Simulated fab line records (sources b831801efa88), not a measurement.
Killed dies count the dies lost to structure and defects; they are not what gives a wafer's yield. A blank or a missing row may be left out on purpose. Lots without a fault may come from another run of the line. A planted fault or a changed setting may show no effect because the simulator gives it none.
A struck lot beside a sound one :: flow sky130 :: 43 out of 708 route steps
Sound: these wafers, L751.3, L751.5, L751.6. Struck: wafer L742.2. (L742.1, L742.5 of the same lot were not struck and are left out.) The cause comes at the end.
Order at every step that has rows: each side's tool, ch and its chambers, its first start. Under that, the readings that differ: sound wafers :: struck wafers :: difference of the means :: sigmas: that difference in standard deviations of wafers without a fault.
alike: a reading whose means differ by less than 2 such deviations, as well as words and numbers matching on both sides. not compared: withheld readings; readings where some wafer has no value; bounds like >300 that might hide an equal value; numbers whose values overlap and for which the record gives no deviation.
The two part at a step that has a row with sigmas, a row that says differs or no value, or rows on one side only. Numbers that have no deviation but don't overlap get no sigmas and don't part them. Lack of a reading on every wafer of one side parts them only where that side has two or more wafers.

SKY_VT_ADJUST_NCORE_STRIP_10: strips in O2/N2.
  sound on plasma asher-02 ch 0,1, day 12 09:50; struck on plasma asher-03 ch 1, day 9 19:11
reading: rf hours counter h (h)
sound: - - -
struck: 48
difference: no value on the sound wafers
sigmas: 
  alike: drypump motor current A, oes product au, strip time to endpoint s
SKY_VT_ADJUST_NCORE_TW_MEAS_11:
  sound: film metro-03 at day 12 09:55; struck: film metro-01 at day 9 19:17
  alike: VT_ADJUST_NCORE_TW
then, 7 steps without rows for these wafers: SKY_VT_ADJUST_HVTR_DEHYDRATE_00 (time 60 s); SKY_VT_ADJUST_HVTR_HMDS_01 (prime time 60 s); SKY_VT_ADJUST_HVTR_COAT_02 (resist thk 1140 nm); SKY_VT_ADJUST_HVTR_SOFTBAKE_03 (time 60 s); SKY_VT_ADJUST_HVTR_EXPOSE_04 (exposes mask HVTRM, target cd 380 nm); SKY_VT_ADJUST_HVTR_PEB_05; SKY_VT_ADJUST_HVTR_DEVELOP_06 (develop time 60 s).
SKY_VT_ADJUST_HVTR_CD_MEAS_07: the cd target is 380 nm.
  sound: cd sem-01 at day 13 10:32; struck: cd sem-02 at day 10 17:23
  alike: cd nm
SKY_VT_ADJUST_HVTR_OVL_MEAS_08:
  sound: overlay-02 at day 13 10:37; struck: overlay-01 at day 10 17:31
  alike: VT_ADJUST_HVTR_OVL
next, for these wafers, 1 step has no rows: SKY_VT_ADJUST_HVTR_IMPLANT_09.
SKY_VT_ADJUST_HVTR_STRIP_10: strips in O2/N2.
  sound on plasma asher-01 ch 0,1, day 13 10:50; struck on plasma asher-01 ch 1, day 10 17:41
reading: rf hours counter h (h)
sound: - - -
struck: 12
difference: no value on the sound wafers
sigmas: 
  alike: drypump motor current A, oes product au, strip time to endpoint s
SKY_VT_ADJUST_HVTR_TW_MEAS_11:
  sound: film metro-02 at day 13 10:55; struck: film metro-04 at day 10 17:47
reading: VT_ADJUST_HVTR_TW
sound: 210.1 211.3 210.5
struck: 205.5
difference: -5.1
sigmas: -2
then, 7 steps without rows for these wafers: SKY_VT_ADJUST_PCH_DEHYDRATE_00 (time 60 s); SKY_VT_ADJUST_PCH_HMDS_01 (prime time 60 s); SKY_VT_ADJUST_PCH_COAT_02 (resist thk 3000 nm); SKY_VT_ADJUST_PCH_SOFTBAKE_03; SKY_VT_ADJUST_PCH_EXPOSE_04 (exposes mask NWM, target cd 840 nm); SKY_VT_ADJUST_PCH_PEB_05; SKY_VT_ADJUST_PCH_DEVELOP_06 (develop time 60 s).
SKY_VT_ADJUST_PCH_OVL_MEAS_07:
  sound: overlay-01 at day 14 12:36; struck: overlay-02 at day 11 17:47
  alike: VT_ADJUST_PCH_OVL
next, for these wafers, 1 step has no rows: SKY_VT_ADJUST_PCH_IMPLANT_08.
SKY_VT_ADJUST_PCH_STRIP_09: strips in O2/N2.
  sound on plasma asher-04 ch 0,1, day 14 12:48; struck on plasma asher-04 ch 0, day 11 17:58
reading: rf hours counter h (h)
sound: - - -
struck: 60
difference: no value on the sound wafers
sigmas: 
  alike: drypump motor current A, oes product au, strip time to endpoint s
SKY_VT_ADJUST_PCH_TW_MEAS_10:
  sound: film metro-01 at day 14 12:53; struck: film metro-02 at day 11 18:04
  alike: VT_ADJUST_PCH_TW
then, 7 steps without rows for these wafers: SKY_SONOS_TUNNEL_DEHYDRATE_00 (time 60 s); SKY_SONOS_TUNNEL_HMDS_01 (prime time 60 s); SKY_SONOS_TUNNEL_COAT_02 (resist thk 1140 nm); SKY_SONOS_TUNNEL_SOFTBAKE_03 (time 60 s); SKY_SONOS_TUNNEL_EXPOSE_04 (exposes mask TUNM, target cd 410 nm); SKY_SONOS_TUNNEL_PEB_05; SKY_SONOS_TUNNEL_DEVELOP_06 (develop time 60 s).
SKY_SONOS_TUNNEL_CD_MEAS_07: the cd target is 410 nm.
  sound: cd sem-01 at day 15 15:27; struck: cd sem-02 at day 12 18:34
  alike: cd nm
SKY_SONOS_TUNNEL_OVL_MEAS_08:
  sound: overlay-02 at day 15 15:32; struck: overlay-01 at day 12 18:41
  alike: SONOS_TUNNEL_OVL
then, 3 steps without rows for these wafers: SKY_SONOS_TUNNEL_IMPLANT_09; SKY_SONOS_TUNNEL_WET_ETCH_10 (etches SiO2 in dHF, target depth 14 nm, time 280 s); SKY_SONOS_TUNNEL_STRIP_11 (strips in SPM, time 600 s).
SKY_SONOS_TUNNEL_TW_MEAS_12:
  sound: film metro-04 at day 15 16:01; struck: film metro-01 at day 12 19:08
reading: SONOS_TUNNEL_TW
sound: 193 192 193
struck: 203
difference: +10
sigmas: +3
then, 2 steps without rows for these wafers: SKY_SONOS_TUNNEL_CLEAN_13 (cleans in dHF, time 20 s); SKY_SONOS_ONO_OXIDATION_00 (stabilise 600 s, purge 300 s, target thk 2.6 nm).
SKY_SONOS_ONO_THK_MEAS_01:
  sound: film metro-03 at day 15 20:44; struck: film metro-03 at day 12 20:58
reading: SONOS_ONO_OXIDATION_THK (nm)
sound: 2.65 2.65 2.65
struck: 2.53
difference: -0.12
sigmas: -2
then, 1 step without rows for these wafers: SKY_SONOS_ONO_CVD_02 (deposits Si3N4 from DCS/NH3, target thk 10.5 nm, time 180 s).
-- here the record skips 34 days between the struck wafers' starts before and after, leaving off in module SONOS_ONO and picking up in module PAD_OPEN (first step shown: number 708 of the route) --
SKY_PAD_OPEN_PROBE_99:
  only the struck wafers here have rows in the record (prober-02, day 47 08:14); the sound ones have none

WHERE THEY PART
First at SKY_VT_ADJUST_NCORE_STRIP_10; last, within this record, at SKY_PAD_OPEN_PROBE_99.

WHY: whatever the simulator had introduced
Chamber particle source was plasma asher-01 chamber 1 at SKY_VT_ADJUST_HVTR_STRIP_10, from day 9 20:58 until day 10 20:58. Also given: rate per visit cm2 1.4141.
